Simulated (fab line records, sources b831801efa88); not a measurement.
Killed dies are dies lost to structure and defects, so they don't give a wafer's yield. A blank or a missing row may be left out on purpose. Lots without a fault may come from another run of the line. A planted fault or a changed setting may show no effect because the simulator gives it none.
Which tool did it? | flow sky130 | 11 lots, 33 wafers sampled, at 5 steps of a route of 708

WHAT THE GAUGES READ, wafer by wafer
SKY_VIA3_BOW_MEAS_03. Usual: VIA3_BOW 81 um, standard deviation 7.3.
lot  | measured     | on            | VIA3_BOW (um) | flag
L423 | day 38 10:58 | film_metro-04 | 81 81 88      |
L426 | day 39 17:14 | film_metro-02 | 84 77 99      |
L427 | day 39 22:25 | film_metro-04 | 79 91 79      |
L428 | day 39 22:11 | film_metro-02 | 74 93 87      |
L432 | day 41 04:37 | film_metro-04 | 90 74 83      |
L437 | day 42 14:14 | film_metro-01 | 75 82 81      |
L440 | day 43 10:48 | film_metro-01 | 78 79 83      |
L441 | day 43 16:14 | film_metro-01 | 79 84 81      |
L442 | day 43 19:19 | film_metro-01 | 80 84 80      |
L443 | day 44 00:54 | film_metro-04 | 75 79 73      |
L445 | day 44 10:39 | film_metro-01 | 80 78 78      |

SKY_METAL4_CD_MEAS_13: target cd 300 nm. Usual: cd_nm 299.9 nm, standard deviation 1.4.
lot  | measured     | on        | cd_nm (nm)                          | flag
L423 | day 41 13:37 | cd_sem-02 | 301.0 300.7 301.1                   |
L426 | day 42 19:31 | cd_sem-01 | 301.1 301.2 302.2                   |
L427 | day 42 23:26 | cd_sem-02 | 298.3 299.4 299.4                   |
L428 | day 42 22:53 | cd_sem-01 | 297.2 298.1 296.5                   |
L432 | day 44 05:52 | cd_sem-01 | 291.8 292.4 293.0 291.4 292.6 292.7 | OFF
L437 | day 45 12:43 | cd_sem-01 | 294.2 293.6 294.8 294.1 294.1 294.9 | OFF
L440 | day 46 06:39 | cd_sem-01 | 296.3 299.2 297.4                   |
L441 | day 46 11:46 | cd_sem-02 | 300.3 300.1 300.0                   |
L442 | day 46 14:56 | cd_sem-02 | 301.1 301.5 301.4                   |
L443 | day 46 18:58 | cd_sem-02 | 300.8 300.4 300.7                   |
L445 | day 47 02:29 | cd_sem-02 | 304.1 303.0 302.5                   |

SKY_VIA4_THK_MEAS_01. Usual: VIA4_HDPCVD_THK 1751 nm, standard deviation 15.
lot  | measured     | on            | VIA4_HDPCVD_THK (nm) | flag
L423 | day 41 14:53 | film_metro-03 | 1771 1752 1751       |
L426 | day 42 20:47 | film_metro-01 | 1735 1773 1782       |
L427 | day 43 00:41 | film_metro-03 | 1736 1750 1745       |
L428 | day 43 00:07 | film_metro-03 | 1744 1775 1735       |
L432 | day 44 10:28 | film_metro-02 | 1743 1752 1737       |
L437 | day 45 19:30 | film_metro-01 | 1737 1762 1738       |
L440 | day 46 07:53 | film_metro-03 | 1728 1746 1737       |
L441 | day 46 13:02 | film_metro-03 | 1743 1756 1722       |
L442 | day 46 16:14 | film_metro-02 | 1765 1766 1761       |
L443 | day 46 20:16 | film_metro-03 | 1756 1747 1766       |
L445 | day 47 03:44 | film_metro-03 | 1740 1746 1724       |

WHICH TOOL RAN EACH LOT (tool, then ch and the chambers of the sampled wafers, then the start)
lot  | SKY_METAL2_SPUTTER_00        | SKY_METAL4_EXPOSE_10
L423 | pvd_sputter-04, day 33 21:28 | krf_scanner-02 ch 0, day 41 02:29
L426 | pvd_sputter-01, day 35 06:44 | krf_scanner-01 ch 0, day 42 09:06
L427 | pvd_sputter-02, day 35 10:15 | krf_scanner-02 ch 0, day 42 13:22
L428 | pvd_sputter-01, day 35 12:37 | krf_scanner-01 ch 0, day 42 12:10
L432 | pvd_sputter-02, day 36 19:38 | krf_scanner-02 ch 0, day 43 18:38
L437 | pvd_sputter-02, day 38 07:59 | krf_scanner-02 ch 0, day 45 02:08
L440 | pvd_sputter-04, day 39 05:08 | krf_scanner-01 ch 0, day 45 20:04
L441 | pvd_sputter-02, day 39 11:40 | krf_scanner-01 ch 0, day 46 01:26
L442 | pvd_sputter-04, day 39 14:08 | krf_scanner-01 ch 0, day 46 04:46
L443 | pvd_sputter-02, day 39 20:52 | krf_scanner-01 ch 0, day 46 09:28
L445 | pvd_sputter-04, day 40 06:39 | krf_scanner-01 ch 0, day 46 17:16
- SKY_METAL2_SPUTTER_00: material Ti, target thk 15 nm, time 10 s.
- SKY_METAL4_EXPOSE_10: exposes mask MM4, target cd 300 nm.

WHAT THE TOOLS THEMSELVES READ (means of the sampled wafers that have a number; where no wafer has one, the mark that the record gives instead)
SKY_METAL2_SPUTTER_00. Usual: cathode_dc_power_W 3000.0 W, standard deviation 0.54; throttle_valve_pct 29.8 %, standard deviation 1.
lot  | tool           | cathode_dc_power_W (W) | throttle_valve_pct (%) | flag
L423 | pvd_sputter-04 | 2999.3                 | 30.6                   |
L426 | pvd_sputter-01 | 3000.6                 | 30.0                   |
L427 | pvd_sputter-02 | 2999.8                 | 30.2                   |
L428 | pvd_sputter-01 | 2999.8                 | 30.0                   |
L432 | pvd_sputter-02 | 3000.0                 | 30.1                   |
L437 | pvd_sputter-02 | 3000.3                 | 29.5                   |
L440 | pvd_sputter-04 | 3000.6                 | 28.7                   |
L441 | pvd_sputter-02 | 3000.1                 | 29.6                   |
L442 | pvd_sputter-04 | 2999.7                 | 30.7                   |
L443 | pvd_sputter-02 | 2999.5                 | 29.4                   |
L445 | pvd_sputter-04 | 2999.7                 | 29.6                   |

SKY_METAL4_EXPOSE_10. Usual: exposure_dose_mJ_cm2 28.00, standard deviation 0.033.
lot  | tool           | exposure_dose_mJ_cm2 | flag
L423 | krf_scanner-02 | 27.95                |
L426 | krf_scanner-01 | 28.01                |
L427 | krf_scanner-02 | 28.01                |
L428 | krf_scanner-01 | 27.98                |
L432 | krf_scanner-02 | 29.16                | OFF
L437 | krf_scanner-02 | 28.85                | OFF
L440 | krf_scanner-01 | 27.98                |
L441 | krf_scanner-01 | 28.03                |
L442 | krf_scanner-01 | 28.03                |
L443 | krf_scanner-01 | 28.01                |
L445 | krf_scanner-01 | 27.95                |

THE ANSWER, worked out from the rows above alone
Rule: a lot is off if the mean of its wafers that have a number lies more than 3 standard deviations from the usual mean. A lot without any number at a reading at which 4 lots or more have one is off too. The other lots that the step has rows for count as sound. The gauges are gone through in route order, then the tools' own readings, and for those a lot's mean is taken as printed above. The first step at which some lot is off is used, and at that step the reading that is off furthest; a lot without a number counts as furthest.
Off: L432, L437, at SKY_METAL4_CD_MEAS_13 (cd_nm).
A tool fits if, at a process step before that reading, it ran every lot that is off, and no sound lot after the first of them. The gauges at SKY_METAL4_CD_MEAS_13 aren't tried: what is off there is off at SKY_METAL4_EXPOSE_10 too, on other tools, and a gauge's error can't cause that. One fits: krf_scanner-02 at SKY_METAL4_EXPOSE_10. Its last sound lot is L427 (day 42 13:22), its first lot that is off L432 (day 43 18:38): a fault that began between those two fits.
The tool's own readings at SKY_METAL4_EXPOSE_10 bear it out: on the lots that are off they differ by more than 5 times the standard deviation of the sound lots' means. exposure_dose_mJ_cm2 reads 29.01 there against 27.99 on the sound lots.

WHAT THE SIMULATOR HAD PUT IN
Process parameter drift: krf_scanner-02, from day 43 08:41 on, at SKY_METAL4_EXPOSE_10. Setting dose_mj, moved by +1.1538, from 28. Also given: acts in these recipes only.
Lots struck among those shown: L432, L437. The rule above found the same.
